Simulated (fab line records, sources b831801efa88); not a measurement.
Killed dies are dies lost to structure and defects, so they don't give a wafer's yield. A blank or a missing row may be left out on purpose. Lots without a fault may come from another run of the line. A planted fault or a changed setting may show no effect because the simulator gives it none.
fab line records | flow sky130
record lots=11 wafers=33 last_day=50
route steps=708 shown LDD_P@265 LDD_LDN@293 LI_CONTACT@365 PAD_OPEN@708
lots that met no fault: from a run of the same line without faults
start_h: hours from the record's first day to the start of the lot's first wafer shown | wait_h: hours since the lot's step before | " the same as in the row above | L1.1+2: a row that stands for several wafers | - no value, or no start given | * or withheld: withheld | < > ~ a bound
route shown NAME@n: a module of which the file shows steps, and the number in the route of the first | usual: mean/standard deviation of fault-free wafers | same: alike in all rows | chamber/n: place in a boat | sites: the reading at each site | _std_site: their standard deviation | _edge_site: outer sites' mean less inner sites' | radius_mm: how far each site lies from the wafer's centre | mask NAME#n: copy n | behind: the tool/chamber that last shaped the wafer | hold: why the lot was held/for how many hours/how that ended | device: the transistor (n, p or np) that didn't switch | end of line: the same wafers' tests at the end of the route | a step without rows: its recipe alone | killed: dies lost to structure and defects at the first sort, not the wafer's yield | map: a wafer's dies, x killed, . not, _ none there
set.NAME: the setting as run; set.NAME@STEP: as run at that earlier step | model.NAME: the simulator's own value behind a step, which no gauge read
steps of the route over a sample of lots; a table a step, a row a wafer
services: from which hour (start_h, from the record's first day; less than 0 if before it) a tool's chamber was out of use, for how many hours, and why
## steps
# step SKY_LDD_P_STRIP_10
# recipe chemistry=O2/N2 power_w=1400 pressure_mtorr=1500 platen_temp_c=withheld o2_flow_sccm=3000 n2_flow_sccm=300 overash_fraction=0.5
# usual drypump_motor_current_A=5.6/0.42 oes_product_au=0.715/0.0045 strip_time_to_endpoint_s=14.19/0.043
# columns lot.wafer tool chamber start_h wait_h drypump_motor_current_A oes_product_au rf_hours_counter_h strip_time_to_endpoint_s
L973.2 plasma_asher-01 1 428.60 0.1 5.4 0.712 73 14.21
L973.4 " 0 " " 5.9 0.704 - 14.19
L973.5 " 0 " " 5.9 0.722 - 14.12
L974.1 plasma_asher-03 1 441.49 0.1 6.4 0.713 57 14.13
L974.2 " 0 " " 5.6 0.717 57 14.08
L974.4 " 1 " " 6.3 0.712 - 14.13
L976.1 plasma_asher-03 0 458.10 0.1 5.5 0.713 58 14.23
L976.5 " 0 " " 5.5 0.716 - 14.22
L976.6 " 1 " " 6.4 0.726 - 14.17
L978.3 plasma_asher-01 0 470.73 0.1 5.9 0.719 - 14.18
L978.4 " 1 " " 5.4 0.717 - 14.11
L978.6 " 0 " " 5.9 0.716 - 14.17
L981.3 plasma_asher-03 1 504.13 0.1 6.4 0.713 - 14.25
L981.4 " 0 " " 5.5 0.726 - 14.25
L981.6 " 1 " " 6.3 0.717 - 14.28
L982.4 plasma_asher-01 1 522.63 0.1 5.4 0.713 - 14.22
L982.5 " 0 " " 5.9 0.723 - 14.17
L982.6 " 1 " " 5.4 0.712 - 14.21
L983.1 plasma_asher-03 0 533.15 0.1 5.6 0.721 66 14.19
L983.3 " 0 " " 5.6 0.716 - 14.18
L983.6 " 0 " " 5.5 0.718 - 14.21
L984.1 plasma_asher-02 1 541.09 0.1 5.0 0.719 12 14.19
L984.3 " 0 " " 5.1 0.714 - 14.13
L984.6 " 0 " " 5.1 0.715 - 14.18
L986.1 plasma_asher-01 0 549.40 0.1 5.9 0.713 83 14.21
L986.2 " 1 " " 5.4 0.709 83 14.17
L986.3 " 0 " " 5.9 0.717 - 14.23
L991.1 plasma_asher-01 1 592.60 0.1 5.3 0.713 88 14.18
L991.2 " 0 " " 5.9 0.720 88 14.22
L991.5 " 1 " " 5.4 0.710 - 14.19
L996.1 plasma_asher-01 0 625.69 0.1 5.9 0.716 91 14.22
L996.4 " 0 " " 5.9 0.721 - 14.19
L996.6 " 0 " " 5.9 0.714 - 14.14
# step SKY_LDD_LDN_EXPOSE_04
# recipe mask_id=LDNTM na=0.6 source_shape=conventional sigma_outer=0.6 polarization=unpolarized target_cd_nm=700 dose_mj=140
# usual exposure_dose_mJ_cm2=140.01/0.15 reticle_temp_C=22.99/0.11
# same sigma_outer=0.6
# columns lot.wafer tool chamber start_h wait_h mask exposure_dose_mJ_cm2 reticle_temp_C
L973.2 iline_stepper-02 0 505.91 - LDNTM#0 140.20 22.99
L973.4 " 0 " " LDNTM#0 139.98 23.13
L973.5 " 0 " " LDNTM#0 140.01 22.97
L974.1 iline_stepper-01 0 519.01 - LDNTM#0 139.88 22.98
L974.2 " 0 " " LDNTM#0 139.88 22.72
L974.4 " 0 " " LDNTM#0 140.06 22.88
L976.1 iline_stepper-01 0 535.03 - LDNTM#0 140.15 23.04
L976.5 " 0 " " LDNTM#0 140.09 23.13
L976.6 " 0 " " LDNTM#0 140.12 23.01
L978.3 iline_stepper-01 0 546.36 - LDNTM#0 139.78 23.17
L978.4 " 0 " " LDNTM#0 139.96 23.06
L978.6 " 0 " " LDNTM#0 140.02 22.95
L981.3 iline_stepper-02 0 579.53 - LDNTM#0 139.78 23.16
L981.4 " 0 " " LDNTM#0 140.08 23.04
L981.6 " 0 " " LDNTM#0 140.14 23.01
L982.4 iline_stepper-01 0 597.32 - LDNTM#0 139.94 22.84
L982.5 " 0 " " LDNTM#0 139.87 22.97
L982.6 " 0 " " LDNTM#0 139.94 22.96
L983.1 iline_stepper-01 0 606.94 - LDNTM#0 140.38 22.95
L983.3 " 0 " " LDNTM#0 140.17 23.05
L983.6 " 0 " " LDNTM#0 140.15 23.01
L984.1 iline_stepper-02 0 615.51 - LDNTM#0 139.82 23.09
L984.3 " 0 " " LDNTM#0 140.10 23.02
L984.6 " 0 " " LDNTM#0 139.68 22.98
L986.1 iline_stepper-01 0 623.01 - PSDM#0 140.04 22.87
L986.2 " 0 " " PSDM#0 139.96 22.91
L986.3 " 0 " " PSDM#0 140.10 22.84
L991.1 iline_stepper-01 0 664.86 - LDNTM#0 140.17 22.92
L991.2 " 0 " " LDNTM#0 139.82 23.08
L991.5 " 0 " " LDNTM#0 140.06 22.90
L996.1 iline_stepper-02 0 697.09 - LDNTM#0 139.82 23.01
L996.4 " 0 " " LDNTM#0 139.71 23.14
L996.6 " 0 " " LDNTM#0 139.86 23.01
# step SKY_LDD_LDN_OVL_MEAS_07
# usual LDD_LDN_OVL=-0.5/1.5
# columns lot.wafer tool chamber start_h wait_h LDD_LDN_OVL[nm]
L973.2 overlay-01 - 521.70 0.1 0.5
L973.4 " - " " 2.4
L973.5 " - " " 0.8
L974.1 overlay-01 - 533.72 0.1 -2.4
L974.2 " - " " -2.1
L974.4 " - " " -1.7
L976.1 overlay-02 - 549.67 0.1 0.6
L976.5 " - " " 0.8
L976.6 " - " " 1.2
L978.3 overlay-01 - 560.75 0.1 0.0
L978.4 " - " " 0.0
L978.6 " - " " -1.0
L981.3 overlay-01 - 593.25 0.1 -1.2
L981.4 " - " " -1.8
L981.6 " - " " 0.0
L982.4 overlay-02 - 612.15 0.1 1.7
L982.5 " - " " 1.7
L982.6 " - " " 0.1
L983.1 overlay-01 - 620.79 0.1 -2.3
L983.3 " - " " -1.8
L983.6 " - " " -1.8
L984.1 overlay-02 - 629.19 0.1 -0.8
L984.3 " - " " -0.3
L984.6 " - " " 0.1
L986.1 overlay-01 - 637.99 0.1 -
L986.2 " - " " -
L986.3 " - " " -
L991.1 overlay-02 - 678.52 0.1 1.5
L991.2 " - " " 0.6
L991.5 " - " " 1.5
L996.1 overlay-02 - 710.32 0.1 -1.0
L996.4 " - " " 0.8
L996.6 " - " " 0.1
# step SKY_LDD_LDN_TW_MEAS_13
# usual LDD_LDN_TW=1472/5.7
# columns lot.wafer tool chamber start_h wait_h LDD_LDN_TW
L973.2 film_metro-01 - 522.44 0.1 1473
L973.4 " - " " 1473
L973.5 " - " " 1483
L974.1 film_metro-01 - 534.46 0.1 1475
L974.2 " - " " 1468
L974.4 " - " " 1469
L976.1 film_metro-01 - 550.41 0.1 1472
L976.5 " - " " 1472
L976.6 " - " " 1465
L978.3 film_metro-02 - 561.50 0.1 1465
L978.4 " - " " 1473
L978.6 " - " " 1463
L981.3 film_metro-02 - 594.00 0.1 1473
L981.4 " - " " 1476
L981.6 " - " " 1479
L982.4 film_metro-02 - 612.90 0.1 1466
L982.5 " - " " 1463
L982.6 " - " " 1469
L983.1 film_metro-02 - 621.53 0.1 1469
L983.3 " - " " 1465
L983.6 " - " " 1471
L984.1 film_metro-01 - 629.92 0.1 1467
L984.3 " - " " 1465
L984.6 " - " " 1467
L986.1 film_metro-02 - 638.73 0.1 30
L986.2 " - " " 30
L986.3 " - " " 30
L991.1 film_metro-02 - 679.26 0.1 1474
L991.2 " - " " 1473
L991.5 " - " " 1466
L996.1 film_metro-04 - 711.06 0.1 1471
L996.4 " - " " 1470
L996.6 " - " " 1477
# step SKY_LI_CONTACT_BOW_MEAS_03
# recipe mode=bow
# usual LI_CONTACT_BOW=55/7
# columns lot.wafer tool chamber start_h wait_h LI_CONTACT_BOW[um]
L973.2 film_metro-04 - 643.69 0.1 49
L973.4 " - " " 55
L973.5 " - " " 45
L974.1 film_metro-04 - 655.65 0.1 61
L974.2 " - " " 48
L974.4 " - " " 62
L976.1 film_metro-01 - 669.20 0.1 56
L976.5 " - " " 63
L976.6 " - " " 60
L978.3 film_metro-04 - 680.60 0.3 67
L978.4 " - " " 63
L978.6 " - " " 48
L981.3 film_metro-03 - 711.36 0.1 53
L981.4 " - " " 54
L981.6 " - " " 64
L982.4 film_metro-04 - 728.71 0.3 62
L982.5 " - " " 56
L982.6 " - " " 47
L983.1 film_metro-01 - 737.53 0.1 62
L983.3 " - " " 66
L983.6 " - " " 56
L984.1 film_metro-04 - 743.96 0.1 59
L984.3 " - " " 56
L984.6 " - " " 58
L986.1 film_metro-01 - 752.96 0.2 54
L986.2 " - " " 55
L986.3 " - " " 59
L991.1 film_metro-03 - 791.16 0.1 54
L991.2 " - " " 40
L991.5 " - " " 47
L996.1 film_metro-03 - 821.79 0.1 61
L996.4 " - " " 62
L996.6 " - " " 45
# step SKY_LI_CONTACT_STRIP_16
# recipe chemistry=O2/N2 power_w=1400 pressure_mtorr=1500 platen_temp_c=withheld o2_flow_sccm=3000 n2_flow_sccm=300 overash_fraction=0.5
# usual drypump_motor_current_A=5.6/0.45 oes_product_au=0.376/0.0052 strip_time_to_endpoint_s=3.51/0.045
# columns lot.wafer tool chamber start_h wait_h drypump_motor_current_A oes_product_au rf_hours_counter_h strip_time_to_endpoint_s
L973.2 plasma_asher-01 1 672.82 - 5.4 0.372 96 3.46
L973.4 " 0 " " 5.9 0.371 - 3.52
L973.5 " 0 " " 5.9 0.381 - 3.44
L974.1 plasma_asher-03 0 684.27 - 5.5 0.382 82 3.51
L974.2 " 1 " " 6.4 0.378 82 3.60
L974.4 " 1 " " 6.4 0.370 - 3.59
L976.1 plasma_asher-01 0 697.54 - 5.9 0.374 98 3.55
L976.5 " 0 " " 5.9 0.384 - 3.57
L976.6 " 1 " " 5.3 0.373 - 3.54
L978.3 plasma_asher-03 0 708.25 - 5.5 0.367 - 3.50
L978.4 " 1 " " 6.4 0.376 - 3.58
L978.6 " 1 " " 6.4 0.376 - 3.49
L981.3 plasma_asher-02 1 738.45 - 5.0 0.378 - 3.49
L981.4 " 0 " " 5.1 0.378 - 3.49
L981.6 " 1 " " 5.0 0.372 - 3.49
L982.4 plasma_asher-02 1 755.71 - 5.0 0.367 - 3.46
L982.5 " 1 " " 5.0 0.377 - 3.44
L982.6 " 0 " " 5.1 0.378 - 3.56
L983.1 plasma_asher-03 1 764.02 - 6.4 0.377 90 3.55
L983.3 " 0 " " 5.5 0.376 - 3.46
L983.6 " 1 " " 6.4 0.380 - 3.53
L984.1 plasma_asher-01 0 770.72 - 5.9 0.374 3 3.50
L984.3 " 0 " " 5.9 0.384 - 3.55
L984.6 " 1 " " 5.4 0.384 - 3.56
L986.1 plasma_asher-02 0 780.04 - 5.1 0.374 33 3.43
L986.2 " 1 " " 5.0 0.369 33 3.45
L986.3 " 0 " " 5.1 0.377 - 3.48
L991.1 plasma_asher-02 1 817.82 - 5.0 0.376 37 3.49
L991.2 " 0 " " 5.1 0.371 37 3.46
L991.5 " 1 " " 5.0 0.366 - 3.49
L996.1 plasma_asher-01 0 848.37 - 5.9 0.375 11 3.50
L996.4 " 0 " " 5.9 0.372 - 3.54
L996.6 " 0 " " 5.9 0.373 - 3.54
# step SKY_PAD_OPEN_PROBE_99
# usual killed_at_M0_to_M3=44/7.8 killed_at_M4_up=3.1/1.7 killed_at_contacts=25/5.1 killed_at_front_end=15/4.4 killed_at_other=0.5/0.68 killed_dies=88/9.9 killed_on_rim=17/3.9 killed_open=48/6.9 killed_short=39/6.5
# same gross_dies=492 killed_at_back_side=0
# columns lot.wafer tool chamber start_h wait_h killed_at_M0_to_M3 killed_at_M4_up killed_at_contacts killed_at_front_end killed_at_other killed_dies killed_on_rim killed_open killed_short
L986.1 prober-01 - 1148.92 0.1 50 2 23 417 0 492 96 52 37
L986.2 prober-01 - 1148.97 0.1 50 5 35 402 0 492 96 65 48
L986.3 prober-01 - 1149.02 0.2 45 1 18 428 0 492 96 42 45
# killed by level:class
L986.1 LDD_LDN:area_expose=400 VIA1:geometric_particle:open=12 VIA3:geometric_particle:open=10 VIA2:geometric_particle:open=10 VIA1:geometric_particle:short=7 CONTACT:geometric_particle:open=6 FIELD_ISO:geometric_particle:short=5 LI_CONTACT:geometric_particle:short=5
L986.2 LDD_LDN:area_expose=379 CONTACT:geometric_particle:open=15 VIA1:geometric_particle:open=12 VIA2:geometric_particle:open=9 CONTACT:geometric_particle:short=9 VIA1:geometric_particle:short=9 FIELD_ISO:geometric_particle:open=8 FIELD_ISO:geometric_particle:short=7
L986.3 LDD_LDN:area_expose=405 VIA1:geometric_particle:open=12 METAL2:geometric_particle:short=8 LI_CONTACT:geometric_particle:open=7 METAL1:geometric_particle:short=7 VIA2:geometric_particle:open=7 FIELD_ISO:geometric_particle:short=6 POLY_GATE:geometric_particle:short=6
## services
# columns tool chamber start_h hours kind
plasma_asher-02 - 421.25 9.0 pm
plasma_asher-03 - 450.07 2.8 pm
plasma_asher-01 - 456.52 3.1 repair
iline_stepper-01 - 483.94 1.7 pm
iline_stepper-01 - 503.62 5.8 repair
iline_stepper-02 - 509.43 2.1 pm
plasma_asher-02 - 523.57 0.7 repair
plasma_asher-01 - 529.69 15.6 pm
iline_stepper-02 - 534.02 1.7 pm
plasma_asher-01 - 545.44 0.4 repair
iline_stepper-01 - 556.60 3.8 repair
plasma_asher-03 - 565.38 2.7 repair
plasma_asher-02 - 569.71 14.6 pm
plasma_asher-02 - 590.06 3.1 repair
plasma_asher-01 - 615.63 0.5 repair
iline_stepper-01 - 667.41 8.9 pm
iline_stepper-01 - 702.12 1.7 pm
plasma_asher-02 - 714.97 9.4 repair
plasma_asher-01 - 733.75 9.0 pm
plasma_asher-01 0 733.75 9.0 vent_cycle
plasma_asher-01 1 733.75 9.0 vent_cycle
iline_stepper-02 - 745.13 3.4 repair
iline_stepper-02 - 752.20 1.7 pm
iline_stepper-01 - 832.65 3.3 repair
## key
first_sign step=SKY_LDD_LDN_EXPOSE_04 reading=mask direction=changed
effect step=SKY_LDD_LDN_OVL_MEAS_07 reading=LDD_LDN_OVL direction=missing
effect step=SKY_LDD_LDN_TW_MEAS_13 reading=LDD_LDN_TW direction=down sigmas=99+ usual=1472 struck=30
effect step=SKY_PAD_OPEN_PROBE_99 reading=killed_at_front_end direction=up sigmas=90 usual=15 struck=416
more_kills_born_at SKY_LDD_LDN_EXPOSE_04@iline_stepper-01=1184
met_at SKY_LDD_LDN_EXPOSE_04
struck_lots L986
tester_left_out L986
not_acting_at SKY_LDD_P_STRIP_10,SKY_LI_CONTACT_BOW_MEAS_03,SKY_LI_CONTACT_STRIP_16
onset_between 606.94 623.01
fault kind=wrong_mask tool=any chamber=- onset_h=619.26 steps=SKY_LDD_LDN_EXPOSE_04 aux_copy=PSDM#0 scope=struck_lots_only
# tester_left_out: of these lots the tester's yield and bins aren't shown, on N5 and GAA mostly nor the transistor test; their killed dies are dies lost to structure and defects alone, not to doping, threshold or leakage, so they don't give the yield
